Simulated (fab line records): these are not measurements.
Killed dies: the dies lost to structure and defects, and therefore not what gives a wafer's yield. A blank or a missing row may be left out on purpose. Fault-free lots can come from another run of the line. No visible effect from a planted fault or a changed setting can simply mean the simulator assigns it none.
Struck lot and sound lot, side by side + flow sky130 + 26 out of 708 route steps
Sound: wafers L455.2, L455.5, L455.6. Struck: wafer L461.5 (L461.1, L461.3, from the same lot, were not struck and are left out); the cause is given at the end.
Each step with rows lists, per side, the tool, then ch with its chambers, then its first start. Under that, the readings that differ: sound wafers + struck wafers + difference of the means + sigmas: that difference in standard deviations of wafers without a fault.
alike: same words and numbers on both sides, and readings whose means sit less than 2 such deviations apart. not compared: any withheld reading, any reading some wafer has no value for, any bound like >300 that may hide the same value, and any number with overlapping values for which the record gives no deviation.
A row with sigmas, a row that says differs or no value, or rows on one side alone: a step with any of these is where the two part. When numbers do not overlap yet have no deviation, they are printed without sigmas and do not part them. Lack of a reading on every wafer of one side parts them only where that side has two or more wafers.

first, 8 steps without rows for these wafers: SKY_FIELD_ISO_DEHYDRATE_05 (time 60 s); SKY_FIELD_ISO_HMDS_06 (prime time 60 s); SKY_FIELD_ISO_COAT_07 (resist thk 60 nm); SKY_FIELD_ISO_COAT_08 (resist thk 450 nm); SKY_FIELD_ISO_SOFTBAKE_09 (time 90 s); SKY_FIELD_ISO_EXPOSE_10 (exposes mask FOM, target cd 150 nm); SKY_FIELD_ISO_PEB_11; SKY_FIELD_ISO_DEVELOP_12 (develop time 60 s).
SKY_FIELD_ISO_CD_MEAS_13: the cd target is 150 nm.
  sound on cd sem-02, day 3 21:49; struck on cd sem-01, day 5 06:07
  alike: cd nm
SKY_FIELD_ISO_ETCH_14: etches BARC in N2/H2, stops on SiO2, time 45.9 s, target depth 60 nm.
  sound on rie diel-02 ch 0,2,3, day 3 21:55; struck on rie diel-02 ch 1, day 5 06:14
  alike: drypump motor current A, n2 flow sccm, oes product au, throttle valve pct
  not compared: rf hours counter h
SKY_FIELD_ISO_ETCH_15: etches the open film in CHF3/O2, stops on Si, target depth 180 nm, time 72 s.
  sound on rie diel-02 ch 0,2,3, day 3 21:57; struck on rie diel-02 ch 1, day 5 06:16
  alike: chf3 flow sccm, drypump motor current A, oes product au, throttle valve pct
  not compared: rf hours counter h
SKY_FIELD_ISO_STRIP_16: strips in O2/N2.
  sound on plasma asher-01 ch 0,1, day 3 22:00; struck on plasma asher-03 ch 1, day 5 06:20
  alike: drypump motor current A, n2 flow sccm, oes product au, strip time to endpoint s
  not compared: rf hours counter h
SKY_FIELD_ISO_ETCH_17: etches Si in HBr/Cl2/O2, target depth 342 nm, time 97.7 s.
  sound on rie si-01 ch 0,2, day 3 22:06; struck on rie si-01 ch 1, day 5 06:26
| reading                                     | sound                | struck | difference | sigmas |
|---------------------------------------------|----------------------|--------|------------|--------|
| oes product au (a.u.)                       | 0.985 1.001 0.993    | 0.895  | -0.098     | -9     |
| throttle valve pct (%)                      | 25.660 25.672 25.681 | 25.726 | +0.055     | +5     |
| model.FIELD_ISO.feature depth nm (nm)       | 335.5 340.4 335.3    | 286.1  | -51.0      |        |
| model.etch.depth nm (nm)                    | 335.5 340.4 335.3    | 286.1  | -51.0      |        |
| model.Si3N4_of_FIELD_ISO_CVD_03.thk nm (nm) | 150.6 150.5 149.9    | 152.5  | +2.2       |        |
  alike: drypump motor current A
  not compared: rf hours counter h
then, 5 steps without rows for these wafers: SKY_FIELD_ISO_WET_ETCH_18 (etches Si3N4 in H3PO4, target depth 25 nm, time 286 s); SKY_FIELD_ISO_CLEAN_19 (cleans in SC1/SC2, time 150 s); SKY_FIELD_ISO_CLEAN_20 (cleans in dHF, time 20 s); SKY_FIELD_ISO_WET_ETCH_21 (etches SiO2 in dHF, target depth 20 nm, time 400 s); SKY_FIELD_ISO_OXIDATION_22 (stabilise 600 s, purge 300 s, target thk 10 nm).
SKY_FIELD_ISO_THK_MEAS_23:
  sound on film metro-04, day 3 23:38; struck on film metro-01, day 5 09:19
  alike: FIELD_ISO_OXIDATION_01_THK
then, 1 step without rows for these wafers: SKY_FIELD_ISO_CVD_24 (deposits SiO2, target thk 595 nm, time 99.2 s).
SKY_FIELD_ISO_THK_MEAS_25:
  sound on film metro-01, day 3 23:46; struck on film metro-04, day 5 09:29
| reading                   | sound       | struck | difference | sigmas |
|---------------------------|-------------|--------|------------|--------|
| FIELD_ISO_CVD_24_THK (nm) | 592 593 601 | 610    | +15        | +2     |
then, 1 step without rows for these wafers: SKY_FIELD_ISO_ANNEAL_26 (time 1800 s).
SKY_FIELD_ISO_CMP_27: polishes, stops on Si3N4, t overpolish 16 s, target thk 457.8 nm.
  sound on cmp-01 ch 0,3, day 4 02:32; struck on cmp-01 ch 3, day 5 13:35
  alike: motor current A, overpolish run s, time to endpoint s
SKY_FIELD_ISO_WET_ETCH_28: etches SiO2 in dHF, target depth 23.7 nm, time 47 s.
  sound on wet bench-01 ch 1, day 4 02:47; struck on wet bench-03 ch 2, day 5 13:53
| reading                                     | sound             | struck | difference | sigmas |
|---------------------------------------------|-------------------|--------|------------|--------|
| model.Si3N4_of_FIELD_ISO_CVD_03.thk nm (nm) | 118.9 118.9 118.1 | 121    | +2         |        |
then, 1 step without rows for these wafers: SKY_FIELD_ISO_WET_ETCH_29 (etches Si3N4 in H3PO4, target depth 160 nm, time 1825 s).
-- the record jumps here: 44 days lie between the struck wafers' starts before and after (it left off in module FIELD_ISO and takes up again in module PAD_OPEN, whose first step shown is number 708 of the route) --
SKY_PAD_OPEN_PROBE_99:
  sound on prober-01, day 47 19:26; struck on prober-01, day 49 09:53
| reading                                 | sound                         | struck    | difference | sigmas |
|-----------------------------------------|-------------------------------|-----------|------------|--------|
| model.etest.res_p_drift_20v.line ohm um | 1.134e+04 1.176e+04 1.12e+04  | 8906      | -2527      |        |
| model.etest.res_p_drift_20v.rs ohm sq   | 9476 9687 9229                | 7596      | -1868      |        |
| model.etest.pfet_16v.r on ohm um        | 1.474e+04 1.485e+04 1.472e+04 | 1.377e+04 | -1.000e+03 |        |
| model.etest.res iso pwell.rs ohm sq     | 2935 3025 2859                | 2186      | -754       |        |
| model.etest.res iso pwell.line ohm um   | 1103 1151 1070                | 828.2     | -279.8     |        |
| model.etest.res nwell.line ohm um       | 1041 1074 1055                | 1018      | -39        |        |
| model.etest.res nwell.rs ohm sq         | 883.2 900 879.9               | 830.1     | -57.6      |        |
| model.etest.cap poly to well.c af um2   | 91.15 94.76 92.54             | 107.2     | +14.4      |        |
  alike: killed_at_M0_to_M3, killed_at_M4_up, killed at contacts, killed at front end, killed at other, killed dies, killed open, killed short

## WHERE THEY PART
Last at SKY_FIELD_ISO_THK_MEAS_25 as far as this record goes, first at SKY_FIELD_ISO_ETCH_17. Later steps at which nothing parts them and some readings are alike: SKY_FIELD_ISO_CMP_27, SKY_PAD_OPEN_PROBE_99.

WHY: what the simulator had put in
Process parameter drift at SKY_FIELD_ISO_ETCH_17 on rie si-01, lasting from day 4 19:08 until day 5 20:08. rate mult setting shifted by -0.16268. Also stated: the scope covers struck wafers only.
